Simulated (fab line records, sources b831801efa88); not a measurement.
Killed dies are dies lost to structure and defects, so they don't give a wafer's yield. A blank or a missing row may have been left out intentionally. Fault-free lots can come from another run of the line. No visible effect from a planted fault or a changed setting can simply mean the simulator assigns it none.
Matching of chambers | flow gf180mcu | GF_POLY_GATE_ETCH_13 on rie si-02 has 4 sister chambers
The step etches poly-Si in HBr/Cl2, stops on SiO2, target depth 198.5 nm, time 69.6 s. 4 wafers are shown with their chamber, then 7 later ones without.

WAFERS WITH THEIR CHAMBER
wafer  | chamber | drypump motor current A (A)
L694.4 | 1       | 5.5
L697.6 | 0       | 6.4
L700.1 | 2       | 5.6
L700.2 | 3       | 6.6

WAFERS WITHOUT THEIR CHAMBER
wafer  | drypump motor current A (A)
L700.4 | 5.4
L702.1 | 5.6
L702.5 | 5.7
L702.6 | 5.5
L704.1 | 5.6
L704.4 | 6.6
L704.5 | 6.5

EACH ONE'S CHAMBER
wafer  | from the rows above     | in truth
L700.4 | can't be placed: 1 or 2 | 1
L702.1 | can't be placed: 2 or 1 | 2
L702.5 | can't be placed: 2 or 1 | 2
L702.6 | can't be placed: 1 or 2 | 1
L704.1 | can't be placed: 2 or 1 | 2
L704.4 | 3                       | 3
L704.5 | can't be placed: 0 or 3 | 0
1 of 7 placed correctly. Not placeable from these rows: 6 (in 6, the candidates include the true chamber). Wrongly placed: 0.
How it was worked out, from the rows above alone: a wafer's distance from a chamber is the root of the sum, over the readings, of the square of ((its reading less the chamber's mean) divided by the reading's scatter). If the next closest chamber is less than 2 further off than the closest, the wafer can't be placed; otherwise it belongs to the closest. A chamber's mean is the mean of its shown wafers. The scatter: with one shown wafer a chamber, the root of the mean of the squares of how far each hidden wafer lies from its nearest shown one.
